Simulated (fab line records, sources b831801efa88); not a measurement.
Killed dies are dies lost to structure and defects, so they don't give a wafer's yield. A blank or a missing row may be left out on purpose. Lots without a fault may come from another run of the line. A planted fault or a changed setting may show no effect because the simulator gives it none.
Which tool did it? | flow sky130 | 12 lots, 36 wafers sampled, at 2 steps of a route of 708

WHAT THE GAUGES READ, wafer by wafer
SKY_METAL1_RS_MEAS_05: measures by four-point-probe.
lot  | measured     | on            | METAL1_ALCU_RS (ohm/sq)
L741 | day 32 17:10 | film_metro-02 | 0.1279 0.1260 0.1257
L742 | day 33 10:31 | film_metro-04 | 0.1283 0.1252 0.1258
L745 | day 33 21:44 | film_metro-01 | 0.1245 0.1271 0.1234
L746 | day 34 05:22 | film_metro-01 | 0.1288 0.1257 0.1272
L749 | day 35 03:29 | film_metro-04 | 0.1267 0.1261 0.1277
L750 | day 35 08:46 | film_metro-02 | 0.1278 0.1277 0.1281
L753 | day 36 06:30 | film_metro-01 | 0.1248 0.1269 0.1291
L754 | day 37 05:35 | film_metro-04 | 0.1291 0.1250 0.1275
L756 | day 37 18:11 | film_metro-01 | 0.1280 0.1254 0.1237
L758 | day 37 23:34 | film_metro-02 | 0.1260 0.1271 0.1267
L757 | day 38 02:29 | film_metro-04 | 0.1253 0.1251 0.1232
L760 | day 38 10:47 | film_metro-01 | 0.1247 0.1261 0.1247

WHICH TOOL RAN EACH LOT (tool, then ch and the chambers of the sampled wafers, then the start)
lot  | SKY_METAL1_SPUTTER_03
L741 | pvd_sputter-01, day 32 17:06
L742 | pvd_sputter-04, day 33 10:26
L745 | pvd_sputter-04, day 33 21:38
L746 | pvd_sputter-03, day 34 05:17
L749 | pvd_sputter-01, day 35 03:22
L750 | pvd_sputter-01, day 35 08:42
L753 | pvd_sputter-04, day 36 06:25
L754 | pvd_sputter-04, day 37 05:30
L756 | pvd_sputter-03, day 37 18:07
L758 | pvd_sputter-01, day 37 23:30
L757 | pvd_sputter-04, day 38 02:23
L760 | pvd_sputter-01, day 38 10:42
- SKY_METAL1_SPUTTER_03: material Ti, target thk 5 nm, time 3.3 s.

WHAT THE TOOLS THEMSELVES READ (means of the sampled wafers that have a number; where no wafer has one, the mark that the record gives instead)
SKY_METAL1_SPUTTER_03.
lot  | tool           | throttle_valve_pct (%)
L741 | pvd_sputter-01 | 30.6
L742 | pvd_sputter-04 | 30.9
L745 | pvd_sputter-04 | 31.1
L746 | pvd_sputter-03 | 30.5
L749 | pvd_sputter-01 | 30.7
L750 | pvd_sputter-01 | 30.8
L753 | pvd_sputter-04 | 30.2
L754 | pvd_sputter-04 | 30.2
L756 | pvd_sputter-03 | 30.5
L758 | pvd_sputter-01 | 30.1
L757 | pvd_sputter-04 | 30.9
L760 | pvd_sputter-01 | 30.7

THE ANSWER, worked out from the rows above alone
Rule: what is usual is taken from the lots themselves. Put in order of their means at a reading, lots are off if they are a third of the lots or fewer, leave a main group of 4 or more, and stand apart from it by a gap of 3 or more times the standard deviation of the main group's means; of several such gaps the widest counts. A main group whose means are all the same, to the digits that the tables above print for the reading, isn't used. A lot without any number at a reading at which 4 lots or more have one is off too. The other lots that the step has rows for count as sound. The gauges are gone through in route order, then the tools' own readings, and for those a lot's mean is taken as printed above. The first step at which some lot is off is used, and at that step the reading that is off furthest; a lot without a number counts as furthest.
No lot is off at any reading shown: from this, nothing can be told.

WHAT THE SIMULATOR HAD PUT IN
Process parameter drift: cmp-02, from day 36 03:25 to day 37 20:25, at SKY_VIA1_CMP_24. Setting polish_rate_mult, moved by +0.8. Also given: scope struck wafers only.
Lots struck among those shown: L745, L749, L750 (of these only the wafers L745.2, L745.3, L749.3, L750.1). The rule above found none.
